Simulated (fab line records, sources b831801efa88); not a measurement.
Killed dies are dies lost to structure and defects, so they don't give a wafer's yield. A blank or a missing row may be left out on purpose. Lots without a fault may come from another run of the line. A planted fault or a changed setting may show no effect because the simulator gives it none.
Problem report in the 8D (eight disciplines) form, filled by code | flow sky130 | the parts of the form that need people (team, actions taken, sign-off) are left out

1. THE PROBLEM
killed_at_front_end at SKY_PAD_OPEN_PROBE_99 reads a mean of 63 on 6 wafers of 2 lots; wafers without a fault read 15 with a standard deviation of 4.6. That is +10 standard deviations from the usual mean.
First seen on wafer L509.1, day 49 02:27, on prober-02. The record holds 30 wafers of 10 lots with a number at this step. Rule for "out", or "out of limits": more than 4 standard deviations from the usual mean. The other wafers with a number count as sound.

2. WHAT IT IS AND WHAT IT IS NOT
question                    | is                     | is not
which readings at this step | killed_at_front_end    | killed_at_M0_to_M3, killed_at_M4_up, killed_at_contacts, killed_at_other, killed_open, killed_short
which lots                  | L509, L510             | L499, L502, L504, L505, L507, L514, L517, L518
which wafers of those lots  | all that have a number | -
read on which tools         | prober-01, prober-02   | -
when                        | from day 49 02:27      | up to then (15 sound wafers); but 9 sound wafers of L514, L517, L518 came after

3. SUSPECTS, AND WHAT RULES EACH OUT
Counting: a tool at a process step up to the reading stays a suspect if it ran every lot that is out and no sound lot after the first of them.
- wet_bench-01 at SKY_FIELD_ISO_WET_ETCH_21 (etches SiO2 in dHF, target depth 20 nm, time 400 s): kept. It ran every lot that is out, first L509 (day 5 04:57), and no sound lot after that; its last sound lot up to then is L502 (day 3 17:14).
Left after counting: wet_bench-01 at SKY_FIELD_ISO_WET_ETCH_21.

4. THE CAUSE (what the simulator had put in)
Chamber particle source: wet_bench-01, from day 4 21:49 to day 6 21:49, at SKY_FIELD_ISO_WET_ETCH_21. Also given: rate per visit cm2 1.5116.
Counting left only this tool.

5. THE CHAIN OF EFFECTS, in route order
Each row: a reading whose mean over the struck wafers that have a number lies more than 3 standard deviations from the usual. Only readings for which the record gives a usual standard deviation are gone through. hours: the time from each lot's start at the first step in this table that gives one to its start at this step, as a median over the lots. sigmas: the change in usual standard deviations.
hours | step                  | reading             | usual | on struck wafers | change | sigmas
0     | SKY_PAD_OPEN_PROBE_99 | killed_at_front_end | 15    | 63               | +48    | +10
0     | SKY_PAD_OPEN_PROBE_99 | killed_dies         | 87    | 128              | +42    | +4.9
The process steps in it:
- SKY_PAD_OPEN_PROBE_99

6. WHAT WOULD HAVE CAUGHT IT SOONER
In this record the first reading out of limits was taken at day 49 02:27, 1061 hours after the fault began at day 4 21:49.
All the lots that are out (2) had begun SKY_FIELD_ISO_WET_ETCH_21 on wet_bench-01 by day 49 02:27. A hold on the tool at that time would have spared none of them.
